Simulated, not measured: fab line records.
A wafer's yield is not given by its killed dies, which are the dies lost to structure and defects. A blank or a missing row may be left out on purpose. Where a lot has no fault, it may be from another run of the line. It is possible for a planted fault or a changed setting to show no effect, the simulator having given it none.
Struck lot and sound lot, side by side ; flow sky130 ; 18 out of 708 route steps
Sound: these wafers, L640.1, L640.5, L640.6. Struck: wafer L639.2 (left out: L639.6, a lot-mate that was not struck); the cause follows at the end.
For every step that has rows: the tool of each side, followed by ch and its chambers, followed by its first start. Under that, the readings that differ: sound wafers ; struck wafers ; difference of the means ; sigmas: that difference in standard deviations of wafers without a fault.
alike: readings with means less than 2 such deviations apart, plus words and numbers identical on both sides. not compared: withheld readings, readings lacking a value on some wafer, bounds such as >300 that could conceal the same value, and numbers that have no deviation in the record and whose values overlap.
A row with sigmas, a row that says differs or no value, or rows on one side alone: a step with any of these is where the two part. Numbers that have no deviation but don't overlap get no sigmas and don't part them. Lack of a reading on every wafer of one side parts them only where that side has two or more wafers.

first, 2 steps without rows for these wafers: SKY_CONTACT_PEB_12; SKY_CONTACT_DEVELOP_13 (develop time 60 s).
SKY_CONTACT_CD_MEAS_14: target cd 170 nm.
  struck on cdSem-02, day 35 01:52; sound on cdSem-02, day 35 11:21
  alike: cdNm
SKY_CONTACT_OVL_MEAS_15:
  struck on overlay-02, day 35 01:58; sound on overlay-01, day 35 11:28
  alike: CONTACT_OVL
SKY_CONTACT_ETCH_16: etches BARC in N2/H2, stops on SiO2, time 45.9 s, target depth 60 nm.
  sound on rieDiel-01 ch 1,2,3, day 35 11:31; struck on rieDiel-04 ch 1, day 35 02:00
  alike: drypumpMotorCurrentA, oesProductAu, rfFwdPowerW, throttleValvePct
  not compared: rfHoursCounterH
SKY_CONTACT_ETCH_17: etches SiO2 in C4F8/O2/Ar, stops on Si3N4, target depth 340 nm.
  sound on rieDiel-01 ch 1,2,3, day 35 11:33; struck on rieDiel-04 ch 1, day 35 02:02
  alike: oesProductAu, rfFwdPowerW
SKY_CONTACT_ETCH_18: etches Si3N4 in CHF3/O2, stops on TiN, time 39 s, target depth 75 nm.
  sound: rieDiel-01 ch 1,2,3; struck: rieDiel-04 ch 1
reading;sound;struck;difference;sigmas
rfFwdPowerW (W);595.5 592.8 595.4;589.2;-5.4;-2
  alike: drypumpMotorCurrentA, oesProductAu, throttleValvePct
  not compared: rfHoursCounterH
SKY_CONTACT_STRIP_19: strips in O2/N2.
  sound on plasmaAsher-03 ch 0,1, day 35 11:38; struck on plasmaAsher-04 ch 1, day 35 02:08
  alike: drypumpMotorCurrentA, oesProductAu, stripTimeToEndpointS
  not compared: rfHoursCounterH
then, 3 steps without rows for these wafers: SKY_CONTACT_STRIP_20 (strips in post etch residue remover, time 1200 s); SKY_CONTACT_CLEAN_21 (cleans in IPA, time 180 s); SKY_CONTACT_CLEAN_22 (cleans in O3/DIW).
SKY_CONTACT_SPUTTER_23: material TiN, target thk 20 nm, time 80 s.
  struck on pvdSputter-01, day 35 02:49; sound on pvdSputter-02, day 35 12:14
reading;sound;struck;difference;sigmas
throttleValvePct (%);31.3 31.2 31.4;28.4;-2.9;-3
SKY_CONTACT_CVD_24: deposits W, target thk 340 nm, time 102.12 s.
  sound on cvdW-02 ch 0,1, day 35 12:18; struck on cvdW-01 ch 1, day 35 02:53
reading;sound;struck;difference;sigmas
model.W_of_CONTACT_CVD_24.thkNm (nm);342.9 347.4 341.1;635.6;+291.8;
  alike: heaterPowerOuterW, heaterPowerW
SKY_CONTACT_RS_MEAS_25: measurement is done with a four-point probe.
  struck on filmMetro-04, day 35 03:01; sound on filmMetro-04, day 35 12:25
reading;sound;struck;difference;sigmas
CONTACT_W_RS (ohm/sq);0.335 0.331 0.336;0.180;-0.154;-50
SKY_CONTACT_THK_MEAS_26: measures by xrf.
  struck on filmMetro-04, day 35 03:07; sound on filmMetro-04, day 35 12:32
  not compared: CONTACT_W_THK
SKY_CONTACT_CMP_27: polishes, stops on SiO2, t overpolish 15 s, target thk 0 nm.
  sound on cmp-01 ch 2,3, day 35 12:35; struck on cmp-01 ch 2, day 35 03:19
reading;sound;struck;difference;sigmas
timeToEndpointS (s);86.1 88.2 83.0;156.4;+70.6;+27
  alike: motorCurrentA
then, 1 step without rows for these wafers: SKY_METAL1_SPUTTER_00 (material Ti, target thk 15 nm, time 10 s).
SKY_PAD_OPEN_PROBE_99:
  the record holds rows for the sound wafers here (prober-02, day 48 18:09) but none for the struck ones

## WHERE THEY PART
First at SKY_CONTACT_ETCH_18; last, within this record, at SKY_PAD_OPEN_PROBE_99.

WHY: whatever the simulator had introduced
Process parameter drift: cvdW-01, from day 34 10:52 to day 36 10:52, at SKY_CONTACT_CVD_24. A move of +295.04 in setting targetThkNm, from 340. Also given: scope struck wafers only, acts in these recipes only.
